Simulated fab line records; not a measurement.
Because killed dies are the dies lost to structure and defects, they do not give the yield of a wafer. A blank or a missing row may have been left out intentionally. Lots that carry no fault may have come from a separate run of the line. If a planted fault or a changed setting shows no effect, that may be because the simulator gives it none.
fab line records    flow sky130
[record] lots = 6  wafers = 18  last_day = 50
route steps=708 shown LDD_LDN@293 SPACER@304 PAD_OPEN@708
lots that met no fault: taken from a fault-free run of the same line
start_h: hours from the record's opening day to when the first of the lot's shown wafers began    wait_h: how many hours have passed since the lot's step before this one    " same as the row above    L1.1+2: a single row standing in for several wafers    - no value present, or no start provided    * or withheld: withheld    < > ~ a bound
route shown NAME@n: a module of which the file shows steps, and the number in the route of the first    usual: mean/standard deviation taken from wafers without a fault    same: alike in all rows    chamber/n: place in a boat    sites: readings site by site    _std_site: the values' standard deviation    _edge_site: outer sites' mean less inner sites'    radius_mm: for every site, how far away it sits from the centre of the wafer    mask NAME#n: copy n    behind: the last tool/chamber to shape the wafer    hold: why the lot went on hold/how many hours it stayed there/how the hold came to an end    device: transistor that didn't switch, given as n, p or np    end of line: tests of these same wafers at the route's end    a step given without rows: its recipe and nothing more    killed: dies that structure and defects cost at the first sort, which is not the same as the wafer's yield    map: the dies of a wafer, with x for killed, . for not killed, _ for no die there
set.NAME: the setting that was run; set.NAME@STEP: the one run at that earlier step    model.NAME: the simulator's own value behind a step, which no gauge read
lots at selected steps of the route; one table per step, one row per wafer
services: the hour from which a tool's chamber was out of use, counted from the record's first day as start_h (under 0 if before that day), plus the number of hours and why
[[steps]]
[step SKY_LDD_LDN_EXPOSE_04]
[recipe] mask_id = LDNTM  na = 0.6  source_shape = conventional  sigma_outer = 0.6  polarization = unpolarized  target_cd_nm = 700  dose_mj = 140
[step SKY_LDD_LDN_PEB_05]
[recipe] temp_c = withheld  time_s = *  resist = NOVOLAK
[step SKY_LDD_LDN_DEVELOP_06]
[recipe] resist = NOVOLAK  developer = TMAH  develop_time_s = 60  dev_temp_c = 23
[step SKY_LDD_LDN_OVL_MEAS_07]
[usual] LDD_LDN_OVL = 0.2/1.4
lot.wafer  tool        chamber  start_h  wait_h  LDD_LDN_OVL[nm]
L371.1     overlay-02  -        591.40   0.1     -0.3
L371.2     "           -        "        "       -0.4
L371.3     "           -        "        "       1.1
L373.1     overlay-02  -        595.54   0.1     1.1
L373.2     "           -        "        "       1.9
L373.3     "           -        "        "       4.1
L378.2     overlay-01  -        637.50   0.1     -1.6
L378.4     "           -        "        "       -1.4
L378.6     "           -        "        "       0.1
L380.1     overlay-02  -        650.84   0.1     0.6
L380.4     "           -        "        "       0.6
L380.5     "           -        "        "       1.7
L386.1     overlay-01  -        706.64   0.1     -1.4
L386.5     "           -        "        "       -0.6
L386.6     "           -        "        "       -0.1
L388.2     overlay-01  -        714.55   0.1     -1.5
L388.5     "           -        "        "       -2.6
L388.6     "           -        "        "       -0.9
[step SKY_LDD_LDN_IMPLANT_08]
[recipe] species = As  energy_kev = 15  dose_cm2 = 1.25e+13  tilt_deg = withheld  rotation_deg = 23
[step SKY_LDD_LDN_IMPLANT_09]
[recipe] species = As  energy_kev = 15  dose_cm2 = 1.25e+13  tilt_deg = withheld  rotation_deg = 113
[step SKY_LDD_LDN_IMPLANT_10]
[recipe] species = As  energy_kev = 15  dose_cm2 = 1.223e+13  tilt_deg = withheld  rotation_deg = 203
[step SKY_LDD_LDN_IMPLANT_11]
[recipe] species = As  energy_kev = 15  dose_cm2 = 1.25e+13  tilt_deg = withheld  rotation_deg = 293
[step SKY_LDD_LDN_STRIP_12]
[recipe] chemistry = O2/N2  power_w = 1400  pressure_mtorr = 1500  platen_temp_c = withheld  o2_flow_sccm = 3000  n2_flow_sccm = 300  overash_fraction = 0.5
[usual] drypump_motor_current_A = 5.72/0.3  oes_product_au = 0.716/0.0045  strip_time_to_endpoint_s = 14.20/0.052
[same] overash_fraction = 0.5
lot.wafer  tool             chamber  start_h  wait_h  drypump_motor_current_A  oes_product_au  rf_hours_counter_h  strip_time_to_endpoint_s
L371.1     plasma_asher-02  0        592.03   0.1     5.41                     0.715           47                  14.18
L371.2     "                1        "        "       6.07                     0.716           47                  14.16
L371.3     "                1        "        "       6.04                     0.716           -                   14.14
L373.1     plasma_asher-01  0        596.18   0.1     5.68                     0.716           16                  14.23
L373.2     "                1        "        "       6.27                     0.715           16                  14.23
L373.3     "                0        "        "       5.68                     0.716           -                   14.22
L378.2     plasma_asher-02  1        638.13   0.1     6.04                     0.709           52                  14.24
L378.4     "                0        "        "       5.43                     0.708           -                   14.25
L378.6     "                1        "        "       6.08                     0.708           -                   14.24
L380.1     plasma_asher-03  1        651.48   0.1     5.57                     0.719           82                  14.25
L380.4     "                0        "        "       5.46                     0.719           -                   14.29
L380.5     "                1        "        "       5.58                     0.724           -                   14.27
L386.1     plasma_asher-02  1        707.28   0.1     6.02                     0.719           58                  14.13
L386.5     "                1        "        "       6.02                     0.710           -                   14.10
L386.6     "                0        "        "       5.42                     0.716           -                   14.11
L388.2     plasma_asher-01  1        715.18   0.1     6.28                     0.722           28                  14.24
L388.5     "                0        "        "       5.66                     0.719           -                   14.19
L388.6     "                1        "        "       6.26                     0.711           -                   14.18
[step SKY_LDD_LDN_TW_MEAS_13]
[usual] LDD_LDN_TW = 1468/11
lot.wafer  tool           chamber  start_h  wait_h  LDD_LDN_TW
L371.1     film_metro-01  -        592.13   0.1     1475
L371.2     "              -        "        "       1478
L371.3     "              -        "        "       1481
L373.1     film_metro-04  -        596.28   0.1     1453
L373.2     "              -        "        "       1456
L373.3     "              -        "        "       1460
L378.2     film_metro-03  -        638.24   0.1     1463
L378.4     "              -        "        "       1456
L378.6     "              -        "        "       1460
L380.1     film_metro-01  -        651.58   0.1     1467
L380.4     "              -        "        "       1469
L380.5     "              -        "        "       1472
L386.1     film_metro-04  -        707.38   0.1     1456
L386.5     "              -        "        "       1465
L386.6     "              -        "        "       1463
L388.2     film_metro-03  -        715.29   0.1     1482
L388.5     "              -        "        "       1483
L388.6     "              -        "        "       1483
[step SKY_LDD_LDN_CLEAN_14]
[recipe] chemistry = SC1/SC2  mix = 1:4:20  temp_c = 70  time_s = 150  dry = n2_spin
[step SKY_SPACER_CVD_00]
[recipe] material = Si3N4  precursor = DCS/NH3  target_thk_nm = 43.1  temp_c = 770  time_s = 740  pressure_mtorr = 250
[step SKY_SPACER_THK_MEAS_01]
[recipe] reads = Si3N4_of_SPACER_CVD_00
[usual] SPACER_CVD_00_THK = 42.9/0.41
lot.wafer  tool           chamber  start_h  wait_h  SPACER_CVD_00_THK[nm]
L371.1     film_metro-03  -        594.15   0.0     45.7
L371.2     "              -        "        "       45.4
L371.3     "              -        "        "       45.2
L373.1     film_metro-03  -        597.59   0.0     45.6
L373.2     "              -        "        "       45.1
L373.3     "              -        "        "       45.7
L378.2     film_metro-01  -        639.55   0.0     42.6
L378.4     "              -        "        "       42.8
L378.6     "              -        "        "       42.6
L380.1     film_metro-02  -        653.48   0.0     42.8
L380.4     "              -        "        "       42.8
L380.5     "              -        "        "       42.9
L386.1     film_metro-02  -        708.70   0.0     42.5
L386.5     "              -        "        "       42.6
L386.6     "              -        "        "       42.5
L388.2     film_metro-02  -        716.61   0.0     43.4
L388.5     "              -        "        "       43.5
L388.6     "              -        "        "       43.4
[step SKY_SPACER_ETCHBACK_02]
[recipe] chemistry = CH3F/O2  target = Si3N4  stop_on = SiO2  source_w = 400  bias_w = 80  pressure_mtorr = 25  ch3f_flow_sccm = 40  O2_flow_sccm = 30  time_s = 46.7  target_depth_a = 450
[usual] bias_w = 80.02/0.24  ch3f_flow_sccm = 40.00/0.12  drypump_motor_current_A = 5.9/0.44  oes_product_au = 0.852/0.0065  throttle_valve_pct = 10.561/0.01
lot.wafer  tool         chamber  start_h  wait_h  bias_w  ch3f_flow_sccm  drypump_motor_current_A  oes_product_au  rf_hours_counter_h  throttle_valve_pct
L371.1     rie_diel-01  3        594.21   0.1     80.17   40.05           5.1                      0.858           5                   10.559
L371.2     "            0        "        "       80.02   40.14           6.2                      0.853           59                  10.555
L371.3     "            1        "        "       80.15   40.00           6.1                      0.856           18                  10.553
L373.1     rie_diel-03  3        597.65   0.1     79.73   40.11           6.3                      0.857           4                   10.575
L373.2     "            1        "        "       80.05   40.04           5.9                      0.842           16                  10.556
L373.3     "            0        "        "       79.94   40.06           6.1                      0.856           8                   10.544
L378.2     rie_diel-03  1        639.60   0.0     79.64   40.21           5.9                      0.852           17                  10.580
L378.4     "            0        "        "       79.82   40.07           6.1                      0.847           9                   10.578
L378.6     "            1        "        "       79.95   40.01           5.9                      0.857           -                   10.559
L380.1     rie_diel-02  2        653.54   0.1     80.28   40.00           5.3                      0.848           12                  10.560
L380.4     "            0        "        "       80.09   39.90           5.8                      0.850           14                  10.571
L380.5     "            0        "        "       79.95   39.97           5.8                      0.850           -                   10.561
L386.1     rie_diel-02  1        708.76   0.1     79.81   39.87           6.5                      0.849           7                   10.550
L386.5     "            2        "        "       79.87   39.92           5.4                      0.846           -                   10.563
L386.6     "            3        "        "       79.98   39.86           5.7                      0.849           -                   10.578
L388.2     rie_diel-01  1        716.66   0.0     80.18   40.10           6.0                      0.863           21                  10.556
L388.5     "            3        "        "       79.78   40.04           5.1                      0.859           -                   10.559
L388.6     "            0        "        "       79.96   39.97           6.2                      0.857           -                   10.561
[step SKY_PAD_OPEN_PROBE_99]
[usual] killed_at_M0_to_M3 = 44/6.7  killed_at_M4_up = 3.1/1.8  killed_at_contacts = 24/5.1  killed_at_front_end = 16/4.7  killed_at_other = 0.3/0.59  killed_dies = 88/9.6  killed_open = 48/7.3  killed_short = 39/6.5
[same] gross_dies = 492  killed_at_back_side = 0
lot.wafer  tool       chamber  start_h  wait_h  killed_at_M0_to_M3  killed_at_M4_up  killed_at_contacts  killed_at_front_end  killed_at_other  killed_dies  killed_open  killed_short
L373.1     prober-02  -        1128.92  0.1     44                  1                30                  16                   0                91           47           44
L373.2     prober-02  -        1128.97  0.1     41                  6                28                  16                   0                91           42           48
L373.3     prober-02  -        1129.02  0.2     44                  4                27                  21                   0                96           50           46
L378.2     prober-01  -        1154.96  0.1     42                  7                21                  13                   2                85           50           35
L378.4     prober-01  -        1155.06  0.2     53                  4                22                  17                   0                96           57           39
L378.6     prober-01  -        1155.16  0.2     43                  4                18                  16                   0                81           41           40
L380.1     prober-01  -        1159.91  0.1     41                  2                26                  16                   0                85           48           36
L380.4     prober-01  -        1160.06  0.2     51                  5                22                  9                    0                87           46           41
L380.5     prober-01  -        1160.11  0.2     47                  2                25                  14                   0                88           47           40
L386.1     prober-01  -        1194.05  0.1     47                  1                13                  11                   0                72           38           34
L386.5     prober-01  -        1194.25  0.2     57                  2                23                  26                   0                108          49           59
L386.6     prober-01  -        1194.30  0.2     35                  0                17                  10                   0                62           36           26
L388.2     prober-01  -        1198.56  0.1     36                  4                30                  19                   1                90           50           38
L388.5     prober-01  -        1198.71  0.2     37                  5                26                  11                   1                80           42           37
L388.6     prober-01  -        1198.76  0.2     42                  3                21                  13                   0                79           33           45
// killed by level:class
L373.1 CONTACT:geometric_particle:short=9 CONTACT:geometric_particle:open=9 VIA2:geometric_particle:open=8 LI_CONTACT:geometric_particle:open=7 METAL1:geometric_particle:short=7 VIA3:geometric_particle:open=7 VIA2:geometric_particle:short=5 VIA1:geometric_particle:open=5
L373.2 CONTACT:geometric_particle:open=12 METAL1:geometric_particle:short=8 VIA1:geometric_particle:open=7 CONTACT:geometric_particle:short=6 FIELD_ISO:geometric_particle:open=5 VIA3:geometric_particle:open=5 VIA2:geometric_particle:open=5 METAL4:geometric_particle:short=5
L373.3 LI_CONTACT:geometric_particle:open=9 METAL1:geometric_particle:short=9 POLY_GATE:geometric_particle:short=8 VIA1:geometric_particle:open=8 LOCAL_INTERCONNECT:geometric_particle:short=7 CONTACT:geometric_particle:open=7 POLY_GATE:geometric_particle:open=6 VIA2:geometric_particle:open=6
L378.2 VIA1:geometric_particle:open=10 VIA3:geometric_particle:open=9 VIA2:geometric_particle:open=8 LI_CONTACT:geometric_particle:open=7 METAL2:geometric_particle:short=7 FIELD_ISO:geometric_particle:open=5 LOCAL_INTERCONNECT:geometric_particle:open=4 METAL4:geometric_particle:short=4
L378.4 VIA1:geometric_particle:open=16 CONTACT:geometric_particle:open=9 METAL1:geometric_particle:short=8 VIA2:geometric_particle:open=8 LI_CONTACT:geometric_particle:open=5 LOCAL_INTERCONNECT:geometric_particle:short=5 VIA3:geometric_particle:open=5 FIELD_ISO:geometric_particle:open=4
L378.6 VIA1:geometric_particle:open=10 METAL2:geometric_particle:short=10 CONTACT:geometric_particle:open=9 FIELD_ISO:geometric_particle:open=6 VIA1:geometric_particle:short=6 METAL1:geometric_particle:short=5 LOCAL_INTERCONNECT:geometric_particle:short=4 VIA2:geometric_particle:open=4
L380.1 CONTACT:geometric_particle:open=12 VIA1:geometric_particle:short=10 VIA1:geometric_particle:open=9 VIA2:geometric_particle:open=8 LOCAL_INTERCONNECT:geometric_particle:short=7 METAL1:geometric_particle:short=6 FIELD_ISO:geometric_particle:short=5 LI_CONTACT:geometric_particle:open=4
L380.4 VIA1:geometric_particle:open=15 CONTACT:geometric_particle:open=8 VIA2:geometric_particle:open=7 METAL2:geometric_particle:short=6 POLY_GATE:geometric_particle:short=5 VIA3:geometric_particle:short=5 METAL4:geometric_particle:short=5 LI_CONTACT:geometric_particle:open=4
L380.5 VIA2:geometric_particle:open=10 METAL1:geometric_particle:short=10 CONTACT:geometric_particle:open=8 VIA1:geometric_particle:open=8 LI_CONTACT:geometric_particle:open=6 METAL2:geometric_particle:short=6 CONTACT:geometric_particle:short=5 VIA1:geometric_particle:short=4
L386.1 VIA1:geometric_particle:open=11 VIA3:geometric_particle:open=7 METAL3:geometric_particle:short=6 FIELD_ISO:geometric_particle:short=5 LOCAL_INTERCONNECT:geometric_particle:short=5 METAL2:geometric_particle:short=5 CONTACT:geometric_particle:open=4 METAL1:geometric_particle:short=4
L386.5 VIA1:geometric_particle:open=16 FIELD_ISO:geometric_particle:open=7 VIA1:geometric_particle:short=7 VIA2:geometric_particle:short=7 POLY_GATE:geometric_particle:short=6 LI_CONTACT:geometric_particle:open=6 CONTACT:geometric_particle:short=6 METAL2:geometric_particle:short=6
L386.6 CONTACT:geometric_particle:open=8 VIA2:geometric_particle:open=7 VIA3:geometric_particle:open=7 VIA2:geometric_particle:short=7 METAL1:geometric_particle:short=4 VIA3:geometric_particle:short=4 POLY_GATE:geometric_particle:open=3 LI_CONTACT:geometric_particle:open=3
L388.2 LI_CONTACT:geometric_particle:open=10 CONTACT:geometric_particle:short=8 VIA3:geometric_particle:open=8 VIA1:geometric_particle:open=7 VIA2:geometric_particle:open=7 CONTACT:geometric_particle:open=6 METAL2:geometric_particle:short=6 POLY_GATE:geometric_particle:open=5
L388.5 LI_CONTACT:geometric_particle:open=9 CONTACT:geometric_particle:open=7 VIA3:geometric_particle:open=6 METAL1:geometric_particle:short=6 VIA1:geometric_particle:open=6 VIA2:geometric_particle:short=5 LI_CONTACT:geometric_particle:short=4 CONTACT:geometric_particle:short=4
L388.6 METAL1:geometric_particle:short=9 VIA1:geometric_particle:open=8 FIELD_ISO:geometric_particle:short=5 LOCAL_INTERCONNECT:geometric_particle:short=5 CONTACT:geometric_particle:short=5 VIA2:geometric_particle:open=5 VIA3:geometric_particle:open=5 LI_CONTACT:geometric_particle:open=4
[[services]]
tool             chamber  start_h  hours  kind
rie_diel-02      1        571.81   5.8    repair
plasma_asher-01  -        574.63   5.2    repair
rie_diel-02      3        579.31   10.6   repair
rie_diel-03      2        586.06   2.4    repair
rie_diel-02      1        602.72   2.3    repair
plasma_asher-02  -        619.51   1.0    repair
rie_diel-02      2        655.91   4.5    repair
rie_diel-01      0        669.19   -      clean
rie_diel-01      0        669.19   24.0   scheduled_down
rie_diel-01      0        669.19   24.0   vent_cycle
rie_diel-03      2        705.47   -      clean
rie_diel-03      2        705.47   22.3   scheduled_down
rie_diel-03      2        705.47   22.3   vent_cycle
plasma_asher-03  -        710.60   2.8    repair
[[key]]
[first_sign] step = SKY_SPACER_THK_MEAS_01  reading = SPACER_CVD_00_THK  direction = up  sigmas = 6.1  usual = 42.9  struck = 45.4
effect none on later readings
met_at SKY_SPACER_THK_MEAS_01
struck_wafers L371.1,L371.2,L371.3,L373.1,L373.2,L373.3
rows_end L371.1,L371.2,L371.3
tester_left_out L373
[fault] kind = metrology_matching_offset  tool = film_metro-03  chamber = -  onset_h = 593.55  steps = SKY_SPACER_THK_MEAS_01  param = thk_nm  offset = 2.4525
// tester_left_out: of these lots the tester's yield and bins aren't shown, on N5 and GAA mostly nor the transistor test; their killed dies are dies lost to structure and defects alone, not to doping, threshold or leakage, so they don't give the yield
// rows_end: these wafers met a further fault down the route, and their rows from its step on are left out
